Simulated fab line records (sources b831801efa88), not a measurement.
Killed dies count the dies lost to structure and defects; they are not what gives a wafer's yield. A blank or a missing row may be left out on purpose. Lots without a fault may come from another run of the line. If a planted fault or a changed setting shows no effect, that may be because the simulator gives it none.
2 desks looking at one fault || flow gf180mcu || numbers are kept per desk, each desk with only its own; the story behind them comes last

TOOL OWNER'S DESK, rie_diel-01
The tool's own readings at GF_V3_ETCH_16 (etches BARC in N2/H2): means of the sampled wafers that have a number, for each lot that ran on this tool. If a lot's mean is further than 4 standard deviations from the usual mean, the lot is out of limits and carries the mark OUT (the distance appears in the brackets).
Columns: A = drypump_motor_current_A at GF_V3_ETCH_16, usual 5.6 A; B = oes_product_au at GF_V3_ETCH_16, usual 0.855 a.u.; C = rf_fwd_power_W at GF_V3_ETCH_16, usual 494.5 W; D = throttle_valve_pct at GF_V3_ETCH_16, usual 13.225 %
{"lot": "L897", "first seen here": "day 22 13:44", "A": 5.8, "B": 0.852, "C": 495.3, "D": 13.229}
{"lot": "L903", "first seen here": "day 24 08:58", "A": 5.8, "B": 0.854, "C": 491.5, "D": 13.231}
{"lot": "L909", "first seen here": "day 26 10:08", "A": 5.8, "B": "0.828 (-5.4) OUT", "C": "426.6 (-31) OUT", "D": 13.224}
This desk's finding: out of limits on L909; first on L909, day 26 10:08 (oes_product_au at GF_V3_ETCH_16). In limits: L897, L903.

METROLOGY DESK
Means of the sampled wafers that have a number, per lot and without regard to the tool the lot ran on: this is what the gauges read. If a lot's mean is further than 4 standard deviations from the usual mean, the lot is out of limits and carries the mark OUT (the distance appears in the brackets).
Columns: A = cd_nm at GF_M3_CD_MEAS_14, usual 279.8 nm; B = V3_CVD_00_THK at GF_V3_THK_MEAS_01, usual 598 nm; C = V5_CVD_02_THK at GF_V5_THK_MEAS_03, usual 1452 nm
{"lot": "L897", "first seen here": "day 21 13:31", "A": 279.3, "B": 596, "C": 1467}
{"lot": "L898", "first seen here": "day 21 22:40", "A": 281.0, "B": 597, "C": 1447}
{"lot": "L899", "first seen here": "day 22 07:08", "A": 281.2, "B": 599, "C": 1458}
{"lot": "L902", "first seen here": "day 23 02:29", "A": 281.5, "B": 600, "C": 1461}
{"lot": "L903", "first seen here": "day 23 09:12", "A": 278.6, "B": 599, "C": 1462}
{"lot": "L909", "first seen here": "day 25 10:58", "A": 278.9, "B": 605, "C": 1422}
{"lot": "L910", "first seen here": "day 25 19:07", "A": 278.9, "B": 602, "C": 1470}
{"lot": "L912", "first seen here": "day 26 13:19", "A": 281.3, "B": 604, "C": 1453}
{"lot": "L913", "first seen here": "day 26 21:17", "A": 278.7, "B": 597, "C": 1465}
{"lot": "L916", "first seen here": "day 27 21:11", "A": 282.4, "B": 590, "C": 1438}
{"lot": "L918", "first seen here": "day 28 08:07", "A": 278.8, "B": 600, "C": 1463}
{"lot": "L919", "first seen here": "day 28 10:27", "A": 280.2, "B": 596, "C": 1451}
{"lot": "L920", "first seen here": "day 28 19:20", "A": 280.9, "B": 601, "C": 1455}
Result from this desk: across the 13 lots, nothing is out of limits.

PUT TOGETHER
The tool owner's desk could have raised an alarm at day 26 10:08, on L909.
Metrology desk: nothing out of limits seen.
The metrology desk has L909 on record, within its limits.
All the named lots went through GF_V3_ETCH_16 on rie_diel-01.

WHAT THE SIMULATOR HAD INSERTED
rie_diel-01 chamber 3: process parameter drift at GF_V3_ETCH_16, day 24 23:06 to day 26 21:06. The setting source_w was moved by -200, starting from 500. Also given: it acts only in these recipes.
Lots struck among those shown: L909.
Time in hours from fault onset to the first out-of-limits reading at each desk: the tool owner's desk, 35.
